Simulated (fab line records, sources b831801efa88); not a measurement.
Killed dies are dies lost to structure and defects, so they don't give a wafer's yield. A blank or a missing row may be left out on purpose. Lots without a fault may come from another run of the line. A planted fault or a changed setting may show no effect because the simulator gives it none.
Split-lot experiment | flow sky130 | 5 lots, 27 wafers read, on a route of 708 steps

THE SPLIT
At SKY_PAD_OPEN_ETCH_07 (etches the open film in CF4/O2, stops on AlCu, target depth 725 nm, time 161.1 s), the setting time_s was moved away from the recipe's 161.1 s on 9 of the 27 wafers read, by -58.8% to +60.0%. The other wafers ran this setting at the recipe's value.

The reading is taken at the split's own step.

THE READING
oes_product_au, in a.u., at SKY_PAD_OPEN_ETCH_07 (etches the open film in CF4/O2, stops on AlCu, target depth 725 nm, time 161.1 s). Fault-free wafers of this fab line usually give 0.978 a.u., standard deviation 0.0062 a.u..

wafer  | tool, chamber at the split | time_s as run, s | against the recipe | oes_product_au, a.u. | against lot-mates on the recipe
L075.1 | rie_diel-02, 1             | 209.7            | +30.2%             | 0.950                | -0.029
L075.2 | rie_diel-02, 0             | 161.1            | recipe             | 0.978                | -
L075.3 | rie_diel-02, 3             | 209.7            | +30.2%             | 0.962                | -0.017
L075.4 | rie_diel-02, 2             | 161.1            | recipe             | 0.984                | -
L075.5 | rie_diel-02, 1             | 209.7            | +30.2%             | 0.960                | -0.019
L075.6 | rie_diel-02, 0             | 161.1            | recipe             | 0.975                | -
L076.1 | rie_diel-02, 0             | 161.1            | recipe             | 0.976                | -
L076.4 | rie_diel-02, 1             | 161.1            | recipe             | 0.967                | -
L076.5 | rie_diel-02, 1             | 161.1            | recipe             | 0.971                | -
L079.1 | rie_diel-01, 2             | 161.1            | recipe             | 0.977                | -
L079.2 | rie_diel-01, 0             | 161.1            | recipe             | 0.981                | -
L079.3 | rie_diel-01, 3             | 161.1            | recipe             | 0.976                | -
L079.4 | rie_diel-01, 2             | 161.1            | recipe             | 0.979                | -
L079.5 | rie_diel-01, 0             | 161.1            | recipe             | 0.979                | -
L079.6 | rie_diel-01, 3             | 161.1            | recipe             | 0.979                | -
L081.1 | rie_diel-04, 1             | 161.1            | recipe             | 0.966                | -
L081.2 | rie_diel-04, 3             | 66.33            | -58.8%             | 0.988                | +0.013
L081.3 | rie_diel-04, 2             | 161.1            | recipe             | 0.974                | -
L081.4 | rie_diel-04, 2             | 161.1            | recipe             | 0.984                | -
L081.5 | rie_diel-04, 3             | 66.33            | -58.8%             | 0.994                | +0.019
L081.6 | rie_diel-04, 1             | 66.33            | -58.8%             | 0.995                | +0.020
L083.1 | rie_diel-04, 1             | 161.1            | recipe             | 0.980                | -
L083.2 | rie_diel-04, 3             | 257.7            | +60.0%             | 0.957                | -0.023
L083.3 | rie_diel-04, 2             | 161.1            | recipe             | 0.978                | -
L083.4 | rie_diel-04, 1             | 257.7            | +60.0%             | 0.957                | -0.023
L083.5 | rie_diel-04, 2             | 257.7            | +60.0%             | 0.958                | -0.022
L083.6 | rie_diel-04, 3             | 161.1            | recipe             | 0.983                | -

THE FIT
A straight line over all 27 wafers: oes_product_au changes by -0.00033 a.u. for each +1% of time_s; r = -0.87; the points scatter about the line by 0.0058 a.u..
The same after taking each lot's own level away (the mean of its wafers on the recipe; 27 wafers): -0.000379 a.u. for each +1%; r = -0.91; scatter 0.0052 a.u..
On that fit, the largest move of time_s shifts the reading by 0.023 a.u..
The lots' own levels span 0.9713 to 0.9803 a.u., that is 1.5 times the standard deviation above.
So the lot-to-lot level changes the slope: the two fits differ.
Check: with one of the wafers moved furthest among these (+60.0%) left out of the fit, the line predicts -0.0246 a.u. for it against its lot-mates. It came out at -0.0233 a.u. against them.
Tool readings at the split's step, against how far the setting was moved: oes_product_au r = -0.87.

OTHER SPLITS ON THESE WAFERS
These wafers also went through other splits before the reading. Each is held against what the fit with the lots' levels taken away leaves over:
other split on the same wafers          | wafers away from the commonest value | r with oes_product_au (lot level and that fit taken away)
SKY_CAPM_SPUTTER_02 time_s              | 12                                   | -0.04
SKY_METAL3_DEVELOP_12 develop_time_s    | 9                                    | +0.20
SKY_METAL4_METAL_ETCH_18 target_depth_a | 9                                    | -0.09
SKY_METAL5_METAL_ETCH_15 target_depth_a | 6                                    | -0.17

THE FILE'S OWN FIT
oes_product_au changes by -0.000389 a.u. for each +1% of time_s, r = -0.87.
